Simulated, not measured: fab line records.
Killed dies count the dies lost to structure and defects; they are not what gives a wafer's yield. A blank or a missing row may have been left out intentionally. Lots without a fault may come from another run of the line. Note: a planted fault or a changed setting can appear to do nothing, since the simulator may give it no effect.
fab line records	flow sky130
record lots=24	wafers=72	last-day=50
route steps=708 shown FIELD_ISO@17 DNWELL@44 VT_ADJUST_LVTN@104 GATE_OXIDE@200 VIA4@651 METAL5@675
lots untouched by any fault: they come from a run of this same line in which no faults occurred
start-h: start of the lot's first displayed wafer, in hours after the record's first day	wait-h: how many hours have passed since the lot's step before this one	" as in the row above	L1.1+2: several wafers, shown together as one row	- value missing, or start not given	* or withheld: withheld	< > ~ a bound
route shown NAME@n: a module of which the file shows steps, and the number in the route of the first	usual: average and standard deviation across the fault-free wafers	same: alike in all rows	chamber/n: place in a boat	sites: per-site readings	_std_site: standard deviation of those values	_edge_site: outer sites' mean less inner sites'	radius-mm: for every site, how far away it sits from the centre of the wafer	mask NAME#n: copy n	behind: tool/chamber where the wafer was last shaped	hold: cause of the lot's hold/its duration in hours/its outcome	device: whichever transistor did not switch (one of n, p or np)	end of line: tests of these same wafers at the route's end	a step with no rows: only its recipe	killed: at the first sort, the dies lost to defects and structure; wafer yield is something else	map: a wafer's dies, marking killed ones x, the rest . and places with no die _
set.NAME: the setting as run; set.NAME@STEP: as run at that earlier step	model.NAME: the simulator's own value behind a step, which no gauge read
the route's steps for a sample of lots (tables are steps, rows are wafers)
services: when a tool's chamber went out of use (start-h, in hours from the record's first day, below 0 if earlier), for how many hours, and the reason
## steps
# step SKY_FIELD_ISO_STRIP_16
# recipe chemistry=O2/N2	power-w=1400	pressure-mtorr=1500	platen-temp-c=withheld	o2-flow-sccm=3000	n2-flow-sccm=300	overash-fraction=0.5
# usual drypump-motor-current-A=6.0/0.63	oes-product-au=0.378/0.0046	strip-time-to-endpoint-s=3.56/0.034
lot.wafer	tool	chamber	start-h	wait-h	drypump-motor-current-A	oes-product-au	rf-hours-counter-h	strip-time-to-endpoint-s
L074.3	plasma-asher-02	0	31.09	0.1	5.2	0.377	-	3.58
L074.5	"	1	"	"	6.6	0.372	-	3.46
L074.6	"	0	"	"	5.2	0.373	-	3.51
L075.3	plasma-asher-03	0	34.03	0.1	6.7	0.374	-	3.58
L075.5	"	0	"	"	6.7	0.381	-	3.58
L075.6	"	1	"	"	5.5	0.374	-	3.53
L076.2	plasma-asher-03	0	38.51	0.0	6.7	0.383	20	3.60
L076.4	"	1	"	"	5.5	0.386	-	3.56
L076.6	"	1	"	"	5.5	0.378	-	3.57
L077.1	plasma-asher-03	1	44.38	0.0	5.5	0.386	21	3.63
L077.4	"	1	"	"	5.5	0.381	-	3.60
L077.5	"	1	"	"	5.5	0.371	-	3.64
L078.1	plasma-asher-02	1	48.42	0.0	6.5	0.375	38	3.51
L078.4	"	1	"	"	6.5	0.378	-	3.53
L078.5	"	0	"	"	5.2	0.367	-	3.57
L079.2	plasma-asher-02	0	54.91	0.0	5.2	0.382	39	3.58
L079.5	"	0	"	"	5.2	0.380	-	3.57
L079.6	"	1	"	"	6.6	0.376	-	3.53
L080.1	plasma-asher-04	0	60.47	0.0	6.5	0.379	38	3.56
L080.3	"	1	"	"	5.4	0.374	-	3.52
L080.4	"	0	"	"	6.5	0.370	-	3.52
L081.3	plasma-asher-03	0	64.09	0.1	6.7	0.367	-	3.47
L081.4	"	1	"	"	5.5	0.377	-	3.51
L081.6	"	0	"	"	6.7	0.374	-	3.57
L082.3	plasma-asher-04	0	70.03	0.1	6.5	0.381	-	3.54
L082.4	"	1	"	"	5.3	0.372	-	3.52
L082.6	"	0	"	"	6.5	0.379	-	3.59
L083.1	plasma-asher-03	1	75.16	0.0	5.5	0.386	24	3.54
L083.2	"	0	"	"	6.7	0.376	24	3.56
L083.4	"	0	"	"	6.7	0.377	-	3.55
L084.1	plasma-asher-03	1	81.19	0.0	5.5	0.382	24	3.56
L084.2	"	0	"	"	6.6	0.377	24	3.58
L084.4	"	1	"	"	5.5	0.383	-	3.56
L085.1	plasma-asher-03	1	85.79	0.0	5.5	0.387	25	3.55
L085.4	"	1	"	"	5.5	0.379	-	3.50
L085.5	"	1	"	"	5.5	0.382	-	3.54
L086.2	plasma-asher-03	0	92.41	0.0	6.7	0.373	25	3.47
L086.4	"	0	"	"	6.7	0.380	-	3.53
L086.5	"	1	"	"	5.5	0.370	-	3.52
L087.1	plasma-asher-03	1	98.21	0.0	5.5	0.378	26	3.46
L087.3	"	1	"	"	5.5	0.377	-	3.52
L087.5	"	0	"	"	6.6	0.377	-	3.53
L088.1	plasma-asher-02	1	101.09	0.0	6.6	0.376	43	3.60
L088.3	"	1	"	"	6.5	0.385	-	3.57
L088.4	"	0	"	"	5.2	0.378	-	3.60
L089.1	plasma-asher-03	0	106.97	0.0	6.6	0.380	27	3.56
L089.4	"	0	"	"	6.7	0.378	-	3.56
L089.5	"	1	"	"	5.5	0.370	-	3.56
L090.1	plasma-asher-02	0	112.34	0.0	5.2	0.372	44	3.55
L090.4	"	0	"	"	5.2	0.377	-	3.56
L090.5	"	0	"	"	5.2	0.384	-	3.54
L091.2	plasma-asher-02	0	118.31	0.0	5.2	0.387	45	3.61
L091.3	"	1	"	"	6.6	0.375	-	3.56
L091.4	"	0	"	"	5.2	0.381	-	3.57
L092.4	plasma-asher-03	0	122.28	0.1	6.7	0.378	-	3.55
L092.5	"	1	"	"	5.5	0.372	-	3.57
L092.6	"	0	"	"	6.7	0.387	-	3.59
L093.2	plasma-asher-02	0	157.24	0.0	5.2	0.372	49	3.53
L093.5	"	0	"	"	5.2	0.380	-	3.55
L093.6	"	1	"	"	6.6	0.371	-	3.53
L094.3	plasma-asher-02	0	157.66	0.1	5.2	0.381	-	3.57
L094.4	"	1	"	"	6.5	0.381	-	3.59
L094.6	"	1	"	"	6.5	0.374	-	3.56
L096.2	plasma-asher-03	1	157.94	0.0	5.5	0.386	32	3.60
L096.3	"	1	"	"	5.5	0.381	-	3.59
L096.4	"	0	"	"	6.7	0.382	-	3.59
L095.1	plasma-asher-04	1	158.22	0.0	5.4	0.374	4	3.56
L095.3	"	0	"	"	6.5	0.369	-	3.54
L095.6	"	0	"	"	6.6	0.377	-	3.55
L097.1	plasma-asher-04	0	158.51	0.0	6.5	0.380	4	3.54
L097.2	"	1	"	"	5.3	0.381	4	3.49
L097.4	"	1	"	"	5.3	0.380	-	3.54
# step SKY_DNWELL_TW_MEAS_09
# usual DNWELL_TW=1111/9.6
lot.wafer	tool	chamber	start-h	wait-h	DNWELL_TW
L074.3	film-metro-03	-	55.97	0.1	1107
L074.5	"	-	"	"	1105
L074.6	"	-	"	"	1107
L075.3	film-metro-01	-	58.99	0.1	1113
L075.5	"	-	"	"	1108
L075.6	"	-	"	"	1116
L076.2	film-metro-02	-	62.91	0.1	1099
L076.4	"	-	"	"	1097
L076.6	"	-	"	"	1093
L077.1	film-metro-03	-	66.32	0.1	1100
L077.4	"	-	"	"	1098
L077.5	"	-	"	"	1103
L078.1	film-metro-01	-	70.80	0.1	1126
L078.4	"	-	"	"	1119
L078.5	"	-	"	"	1127
L079.2	film-metro-02	-	80.61	0.1	1100
L079.5	"	-	"	"	1100
L079.6	"	-	"	"	1097
L080.1	film-metro-02	-	82.19	0.1	1093
L080.3	"	-	"	"	1094
L080.4	"	-	"	"	1094
L081.3	film-metro-03	-	87.84	0.1	1098
L081.4	"	-	"	"	1106
L081.6	"	-	"	"	1102
L082.3	film-metro-03	-	93.69	0.1	1107
L082.4	"	-	"	"	1104
L082.6	"	-	"	"	1104
L083.1	film-metro-03	-	100.77	0.1	1103
L083.2	"	-	"	"	1104
L083.4	"	-	"	"	1101
L084.1	film-metro-01	-	105.59	0.1	1126
L084.2	"	-	"	"	1119
L084.4	"	-	"	"	1125
L085.1	film-metro-01	-	113.02	0.1	1113
L085.4	"	-	"	"	1121
L085.5	"	-	"	"	1119
L086.2	film-metro-01	-	116.81	0.1	1127
L086.4	"	-	"	"	1123
L086.5	"	-	"	"	1129
L087.1	film-metro-03	-	121.90	0.1	1109
L087.3	"	-	"	"	1109
L087.5	"	-	"	"	1108
L088.1	film-metro-03	-	126.05	0.1	1118
L088.3	"	-	"	"	1115
L088.4	"	-	"	"	1107
L089.1	film-metro-02	-	129.77	0.1	1101
L089.4	"	-	"	"	1107
L089.5	"	-	"	"	1100
L090.1	film-metro-01	-	134.03	0.1	1110
L090.4	"	-	"	"	1111
L090.5	"	-	"	"	1112
L091.2	film-metro-03	-	140.29	0.1	1102
L091.3	"	-	"	"	1105
L091.4	"	-	"	"	1102
L092.4	film-metro-01	-	150.43	0.1	1128
L092.5	"	-	"	"	1130
L092.6	"	-	"	"	1126
L097.1	film-metro-03	-	186.20	0.1	1119
L097.2	"	-	"	"	1116
L097.4	"	-	"	"	1120
L094.3	film-metro-01	-	186.49	0.1	1109
L094.4	"	-	"	"	1111
L094.6	"	-	"	"	1119
L095.1	film-metro-03	-	186.55	0.1	1119
L095.3	"	-	"	"	1113
L095.6	"	-	"	"	1115
L096.2	film-metro-03	-	186.91	0.1	1113
L096.3	"	-	"	"	1110
L096.4	"	-	"	"	1112
L093.2	film-metro-03	-	187.18	0.1	1116
L093.5	"	-	"	"	1116
L093.6	"	-	"	"	1117
# step SKY_VT_ADJUST_LVTN_OVL_MEAS_07
# usual VT_ADJUST_LVTN_OVL=0.0/1.7
lot.wafer	tool	chamber	start-h	wait-h	VT_ADJUST_LVTN_OVL[nm]
L074.3	overlay-01	-	141.05	-	0.5
L074.5	"	-	"	"	-1.7
L074.6	"	-	"	"	-0.1
L075.3	overlay-02	-	142.97	-	2.3
L075.5	"	-	"	"	2.1
L075.6	"	-	"	"	-1.0
L076.2	overlay-01	-	151.46	-	0.0
L076.4	"	-	"	"	-0.5
L076.6	"	-	"	"	0.9
L077.1	overlay-02	-	153.22	-	-0.2
L077.4	"	-	"	"	-2.3
L077.5	"	-	"	"	-1.6
L078.1	overlay-02	-	159.45	-	-1.7
L078.4	"	-	"	"	-0.5
L078.5	"	-	"	"	1.2
L079.2	overlay-02	-	171.44	-	2.2
L079.5	"	-	"	"	1.2
L079.6	"	-	"	"	1.9
L080.1	overlay-01	-	173.38	-	-1.3
L080.3	"	-	"	"	-2.6
L080.4	"	-	"	"	0.2
L081.3	overlay-01	-	177.84	-	-2.1
L081.4	"	-	"	"	-1.0
L081.6	"	-	"	"	1.3
L082.3	overlay-02	-	185.32	-	-0.4
L082.4	"	-	"	"	-0.3
L082.6	"	-	"	"	0.6
L083.1	overlay-01	-	193.67	-	-1.5
L083.2	"	-	"	"	-1.3
L083.4	"	-	"	"	-3.1
L084.1	overlay-02	-	201.45	-	0.8
L084.2	"	-	"	"	1.8
L084.4	"	-	"	"	-1.1
L085.1	overlay-02	-	206.65	-	-0.2
L085.4	"	-	"	"	-0.9
L085.5	"	-	"	"	-0.4
L086.2	overlay-01	-	213.98	-	3.7
L086.4	"	-	"	"	2.3
L086.5	"	-	"	"	2.1
L087.1	overlay-02	-	220.30	-	2.0
L087.3	"	-	"	"	0.0
L087.5	"	-	"	"	-1.7
L088.1	overlay-01	-	226.43	-	-1.2
L088.3	"	-	"	"	-2.0
L088.4	"	-	"	"	-2.9
L089.1	overlay-02	-	229.45	-	-2.6
L089.4	"	-	"	"	-0.8
L089.5	"	-	"	"	-1.5
L090.1	overlay-02	-	237.88	-	-2.2
L090.4	"	-	"	"	0.1
L090.5	"	-	"	"	0.1
L091.2	overlay-01	-	248.66	-	-0.3
L091.3	"	-	"	"	0.0
L091.4	"	-	"	"	-1.1
L092.4	overlay-02	-	257.39	-	0.0
L092.5	"	-	"	"	0.1
L092.6	"	-	"	"	-0.3
L097.1	overlay-01	-	302.60	-	2.3
L097.2	"	-	"	"	1.2
L097.4	"	-	"	"	1.1
L094.3	overlay-01	-	302.98	-	0.8
L094.4	"	-	"	"	2.5
L094.6	"	-	"	"	1.7
L095.1	overlay-01	-	303.88	-	1.2
L095.3	"	-	"	"	2.0
L095.6	"	-	"	"	2.8
L096.2	overlay-02	-	304.73	-	2.0
L096.3	"	-	"	"	0.4
L096.4	"	-	"	"	2.9
L093.2	overlay-01	-	305.43	-	1.2
L093.5	"	-	"	"	-0.7
L093.6	"	-	"	"	-1.4
# step SKY_GATE_OXIDE_STRIP_13
# recipe chemistry=O2/N2	power-w=1400	pressure-mtorr=1500	platen-temp-c=withheld	o2-flow-sccm=3000	n2-flow-sccm=300	overash-fraction=0.5
# usual drypump-motor-current-A=6.0/0.53	oes-product-au=0.715/0.0046	strip-time-to-endpoint-s=14.18/0.048
lot.wafer	tool	chamber	start-h	wait-h	drypump-motor-current-A	oes-product-au	rf-hours-counter-h	strip-time-to-endpoint-s
L074.3	plasma-asher-04	1	303.85	0.0	5.3	0.711	-	14.14
L074.5	"	1	"	"	5.3	0.716	-	14.17
L074.6	"	0	"	"	6.5	0.712	-	14.13
L075.3	plasma-asher-03	0	309.06	0.0	6.7	0.715	-	14.18
L075.5	"	0	"	"	6.8	0.709	-	14.16
L075.6	"	1	"	"	5.5	0.720	-	14.17
L076.2	plasma-asher-03	0	315.62	0.0	6.6	0.716	48	14.10
L076.4	"	0	"	"	6.7	0.720	-	14.10
L076.6	"	0	"	"	6.7	0.710	-	14.07
L077.1	plasma-asher-04	0	324.53	0.0	6.5	0.713	20	14.23
L077.4	"	0	"	"	6.4	0.716	-	14.22
L077.5	"	1	"	"	5.3	0.718	-	14.23
L078.1	plasma-asher-04	0	329.32	0.0	6.5	0.717	20	14.20
L078.4	"	0	"	"	6.5	0.715	-	14.16
L078.5	"	0	"	"	6.5	0.711	-	14.23
L079.2	plasma-asher-03	0	345.78	0.0	6.7	0.714	51	14.12
L079.5	"	1	"	"	5.5	0.713	-	14.13
L079.6	"	0	"	"	6.7	0.723	-	14.13
L080.1	plasma-asher-03	1	347.66	0.0	5.5	0.715	51	14.17
L080.3	"	0	"	"	6.7	0.712	-	14.14
L080.4	"	1	"	"	5.5	0.717	-	14.21
L081.3	plasma-asher-01	1	356.79	0.0	6.5	0.717	-	14.17
L081.4	"	0	"	"	5.8	0.715	-	14.11
L081.6	"	0	"	"	5.8	0.719	-	14.06
L082.3	plasma-asher-01	1	362.44	0.0	6.5	0.713	-	14.21
L082.4	"	0	"	"	5.8	0.716	-	14.17
L082.6	"	1	"	"	6.5	0.719	-	14.18
L083.1	plasma-asher-04	1	378.12	0.0	5.4	0.711	25	14.09
L083.2	"	0	"	"	6.5	0.714	25	14.11
L083.4	"	0	"	"	6.5	0.705	-	14.15
L084.1	plasma-asher-01	0	387.68	0.0	5.8	0.716	70	14.13
L084.2	"	1	"	"	6.5	0.714	70	14.12
L084.4	"	1	"	"	6.5	0.711	-	14.17
L085.1	plasma-asher-01	1	390.87	0.0	6.5	0.718	70	14.19
L085.4	"	0	"	"	5.8	0.724	-	14.21
L085.5	"	1	"	"	6.5	0.708	-	14.16
L086.2	plasma-asher-01	1	401.88	0.0	6.5	0.713	72	14.19
L086.4	"	1	"	"	6.5	0.724	-	14.20
L086.5	"	1	"	"	6.5	0.711	-	14.22
L087.1	plasma-asher-04	1	408.21	0.0	5.3	0.705	28	14.21
L087.3	"	0	"	"	6.5	0.714	-	14.24
L087.5	"	0	"	"	6.5	0.710	-	14.27
L088.1	plasma-asher-01	1	417.77	0.0	6.5	0.719	74	14.11
L088.3	"	0	"	"	5.8	0.718	-	14.14
L088.4	"	1	"	"	6.5	0.719	-	14.10
L089.1	plasma-asher-01	0	426.82	0.0	5.8	0.717	75	14.17
L089.4	"	1	"	"	6.5	0.719	-	14.16
L089.5	"	0	"	"	5.8	0.713	-	14.15
L090.1	plasma-asher-03	0	433.48	0.0	6.7	0.713	62	14.24
L090.4	"	1	"	"	5.5	0.715	-	14.24
L090.5	"	1	"	"	5.5	0.715	-	14.24
L091.2	plasma-asher-04	0	448.86	0.0	6.5	0.719	33	14.10
L091.3	"	1	"	"	5.4	0.717	-	14.14
L091.4	"	0	"	"	6.5	0.710	-	14.12
L092.4	plasma-asher-01	0	459.41	0.0	5.8	0.720	-	14.16
L092.5	"	1	"	"	6.4	0.718	-	14.21
L092.6	"	0	"	"	5.8	0.715	-	14.19
L097.1	plasma-asher-04	1	510.81	0.0	5.4	0.713	39	14.17
L097.2	"	0	"	"	6.5	0.719	39	14.21
L097.4	"	1	"	"	5.3	0.713	-	14.23
L094.3	plasma-asher-03	0	512.74	0.0	6.7	0.710	-	14.18
L094.4	"	1	"	"	5.5	0.713	-	14.20
L094.6	"	1	"	"	5.5	0.721	-	14.16
L095.1	plasma-asher-04	0	515.57	0.0	6.5	0.714	40	14.25
L095.3	"	0	"	"	6.5	0.712	-	14.27
L095.6	"	1	"	"	5.4	0.711	-	14.28
L093.2	plasma-asher-03	0	517.06	0.0	6.6	0.713	69	14.19
L093.5	"	1	"	"	5.5	0.708	-	14.23
L093.6	"	0	"	"	6.7	0.721	-	14.20
L096.2	plasma-asher-03	0	518.31	0.0	6.6	0.714	69	14.18
L096.3	"	0	"	"	6.7	0.717	-	14.22
L096.4	"	1	"	"	5.5	0.720	-	14.22
# step SKY_VIA4_ETCH_12
# recipe target=SiO2	chemistry=C4F8/O2/Ar	stop-on=TiN	mask-material=NOVOLAK	source-w=1500	bias-w=1200	pressure-mtorr=40	c4f8-flow-sccm=withheld	O2_flow_sccm=6	Ar_flow_sccm=300	time-s=withheld	target-depth-a=5800
# usual oes-product-au=0.931/0.0044
lot.wafer	tool	chamber	start-h	wait-h	oes-product-au
L074.3	rie-diel-01	0	996.87	0.0	0.930
L074.5	"	3	"	"	0.932
L074.6	"	2	"	"	0.935
L075.3	rie-diel-04	1	1003.76	0.0	0.930
L075.5	"	0	"	"	0.938
L075.6	"	1	"	"	0.931
L076.2	rie-diel-04	3	1007.27	0.0	0.928
L076.4	"	1	"	"	0.933
L076.6	"	2	"	"	0.932
L077.1	rie-diel-04	2	1018.97	0.0	0.927
L077.4	"	1	"	"	0.936
L077.5	"	1	"	"	0.931
L078.1	rie-diel-04	0	1021.52	0.0	0.931
L078.4	"	2	"	"	0.938
L078.5	"	2	"	"	0.935
L079.2	rie-diel-03	1	1034.57	0.0	0.929
L079.5	"	1	"	"	0.933
L079.6	"	2	"	"	0.931
L080.1	rie-diel-04	0	1036.01	0.0	0.928
L080.3	"	1	"	"	0.931
L080.4	"	2	"	"	0.929
L081.3	rie-diel-04	3	1044.41	0.0	0.937
L081.4	"	2	"	"	0.928
L081.6	"	3	"	"	0.933
L082.3	rie-diel-04	0	1048.82	0.0	0.921
L082.4	"	2	"	"	0.929
L082.6	"	0	"	"	0.932
L083.1	rie-diel-03	3	1061.91	0.0	0.923
L083.2	"	0	"	"	0.930
L083.4	"	3	"	"	0.924
L084.1	rie-diel-04	1	1069.77	0.0	0.935
L084.2	"	0	"	"	0.935
L084.4	"	3	"	"	0.925
L085.1	rie-diel-04	0	1071.37	0.0	0.935
L085.4	"	1	"	"	0.929
L085.5	"	0	"	"	0.928
L086.2	rie-diel-04	0	1076.87	0.0	0.933
L086.4	"	1	"	"	0.936
L086.5	"	2	"	"	0.930
L087.1	rie-diel-03	0	1078.67	0.0	0.925
L087.3	"	3	"	"	0.937
L087.5	"	3	"	"	0.938
L088.1	rie-diel-01	0	1088.67	0.0	0.924
L088.3	"	1	"	"	0.931
L088.4	"	2	"	"	0.934
L089.1	rie-diel-03	0	1096.12	0.0	0.931
L089.4	"	2	"	"	0.926
L089.5	"	2	"	"	0.926
L090.1	rie-diel-03	1	1100.71	0.0	0.933
L090.4	"	0	"	"	0.930
L090.5	"	0	"	"	0.937
L091.2	rie-diel-03	3	1104.97	0.0	0.937
L091.3	"	0	"	"	0.933
L091.4	"	1	"	"	0.929
L092.4	rie-diel-04	3	1117.27	0.0	0.933
L092.5	"	1	"	"	0.930
L092.6	"	0	"	"	0.928
L094.3	rie-diel-01	3	1146.17	0.0	0.934
L094.4	"	1	"	"	0.930
L094.6	"	3	"	"	0.940
L097.1	rie-diel-01	1	1147.97	0.0	0.929
L097.2	"	0	"	"	0.932
L097.4	"	1	"	"	0.930
L095.1	rie-diel-01	0	1150.22	0.0	0.937
L095.3	"	3	"	"	0.933
L095.6	"	3	"	"	0.936
L093.2	rie-diel-04	1	1150.82	0.0	0.931
L093.5	"	1	"	"	0.936
L093.6	"	0	"	"	0.928
L096.2	rie-diel-04	1	1155.02	0.0	0.929
L096.3	"	3	"	"	0.929
L096.4	"	0	"	"	0.931
# step SKY_METAL5_DESCUM_14
# recipe chemistry=O2	source-power-w=150	bias-power-w=0	pressure-mtorr=10	temp-c=40	time-s=11
# usual drypump-motor-current-A=6.1/0.51	oes-product-au=0.996/0.009
lot.wafer	tool	chamber	start-h	wait-h	drypump-motor-current-A	oes-product-au	rf-hours-counter-h
L074.3	rie-metal-04	0	1021.20	0.1	5.8	0.983	-
L074.5	"	1	"	"	6.4	1.000	-
L074.6	"	0	"	"	5.8	1.007	-
L075.3	rie-metal-04	0	1027.99	0.1	5.7	0.991	-
L075.5	"	1	"	"	6.4	1.000	-
L075.6	"	0	"	"	5.7	1.005	-
L076.2	rie-metal-04	0	1030.77	0.1	5.7	1.004	18
L076.4	"	0	"	"	5.7	0.998	-
L076.6	"	0	"	"	5.7	0.998	-
L077.1	rie-metal-01	0	1042.19	0.1	5.7	0.996	12
L077.4	"	0	"	"	5.7	1.006	-
L077.5	"	0	"	"	5.7	1.006	-
L078.1	rie-metal-02	1	1045.27	0.1	6.6	1.007	7
L078.4	"	0	"	"	6.6	0.995	-
L078.5	"	0	"	"	6.6	1.001	-
L079.2	rie-metal-02	0	1057.37	0.1	6.6	0.986	13
L079.5	"	0	"	"	6.6	0.992	-
L079.6	"	1	"	"	6.6	0.981	-
L080.1	rie-metal-01	1	1058.99	0.1	5.0	0.997	11
L080.3	"	0	"	"	5.8	1.009	-
L080.4	"	1	"	"	5.0	1.004	-
L081.3	rie-metal-04	0	1067.14	0.1	5.7	0.996	-
L081.4	"	1	"	"	6.3	1.001	-
L081.6	"	0	"	"	5.8	1.006	-
L082.3	rie-metal-01	1	1072.04	0.1	5.0	0.993	-
L082.4	"	0	"	"	5.7	1.006	-
L082.6	"	1	"	"	5.0	0.987	-
L083.1	rie-metal-04	1	1084.31	0.1	6.3	1.007	13
L083.2	"	0	"	"	5.8	0.993	21
L083.4	"	1	"	"	6.3	1.012	-
L084.1	rie-metal-02	0	1091.36	0.1	6.6	0.998	15
L084.2	"	1	"	"	6.6	0.992	11
L084.4	"	0	"	"	6.6	0.990	-
L085.1	rie-metal-02	0	1093.56	0.1	6.6	0.984	16
L085.4	"	1	"	"	6.6	0.989	-
L085.5	"	0	"	"	6.6	0.983	-
L086.2	rie-metal-02	0	1098.52	0.1	6.6	0.992	16
L086.4	"	1	"	"	6.5	0.989	-
L086.5	"	0	"	"	6.6	0.992	-
L087.1	rie-metal-04	0	1100.36	0.1	5.8	1.002	22
L087.3	"	0	"	"	5.7	0.998	-
L087.5	"	0	"	"	5.7	1.006	-
L088.1	rie-metal-02	0	1110.36	0.1	6.6	0.992	17
L088.3	"	0	"	"	6.6	0.987	-
L088.4	"	1	"	"	6.5	0.982	-
L089.1	rie-metal-02	0	1116.97	0.1	6.6	0.987	18
L089.4	"	0	"	"	6.6	0.990	-
L089.5	"	1	"	"	6.6	0.984	-
L090.1	rie-metal-01	1	1121.82	0.1	5.0	0.998	15
L090.4	"	1	"	"	5.0	0.995	-
L090.5	"	1	"	"	5.0	1.000	-
L091.2	rie-metal-02	1	1125.59	0.1	6.5	0.993	14
L091.3	"	0	"	"	6.6	0.984	-
L091.4	"	1	"	"	6.5	0.989	-
L092.4	rie-metal-02	0	1138.47	0.1	6.6	0.987	-
L092.5	"	0	"	"	6.6	0.987	-
L092.6	"	1	"	"	6.5	0.982	-
L094.3	rie-metal-04	0	1164.99	0.1	5.8	0.995	-
L094.4	"	1	"	"	6.3	1.000	-
L094.6	"	1	"	"	6.4	1.001	-
L097.1	rie-metal-04	1	1166.24	0.1	6.4	1.014	19
L097.2	"	0	"	"	5.7	1.002	26
L097.4	"	1	"	"	6.4	1.011	-
L095.1	rie-metal-01	1	1168.49	0.1	5.0	0.985	19
L095.3	"	0	"	"	5.7	1.009	-
L095.6	"	0	"	"	5.7	1.015	-
L093.2	rie-metal-02	0	1168.82	0.1	6.6	0.988	23
L093.5	"	0	"	"	6.6	0.988	-
L093.6	"	1	"	"	6.6	0.980	-
L096.2	rie-metal-04	1	1173.46	0.1	6.3	1.002	20
L096.3	"	0	"	"	5.8	0.997	-
L096.4	"	1	"	"	6.4	1.003	-
## services
tool	chamber	start-h	hours	kind
rie-diel-04	3	32.61	4.9	repair
rie-diel-04	3	65.81	7.8	repair
rie-diel-04	1	233.36	11.4	repair
rie-diel-04	1	300.38	2.2	repair
rie-diel-04	3	339.84	4.3	repair
rie-diel-04	1	363.95	12.2	repair
rie-diel-04	1	377.15	3.0	repair
plasma-asher-03	-	489.84	6.9	repair
rie-diel-04	0	662.13	2.4	repair
rie-diel-04	1	662.46	16.5	repair
plasma-asher-03	-	679.48	0.5	repair
rie-diel-04	3	683.86	40.2	repair
rie-diel-04	3	785.62	1.3	repair
plasma-asher-03	-	823.49	0.8	repair
rie-diel-04	2	851.65	6.2	repair
rie-diel-04	-	864.37	2.8	pm
rie-diel-04	0	886.69	42.2	repair
plasma-asher-03	-	908.79	4.1	repair
plasma-asher-03	-	950.21	2.2	repair
rie-diel-04	1	979.75	9.2	repair
plasma-asher-03	-	1055.25	9.0	pm
plasma-asher-03	-	1077.99	15.6	pm
plasma-asher-03	-	1112.41	1.4	repair
plasma-asher-03	-	1149.34	1.2	repair
## key
fault none
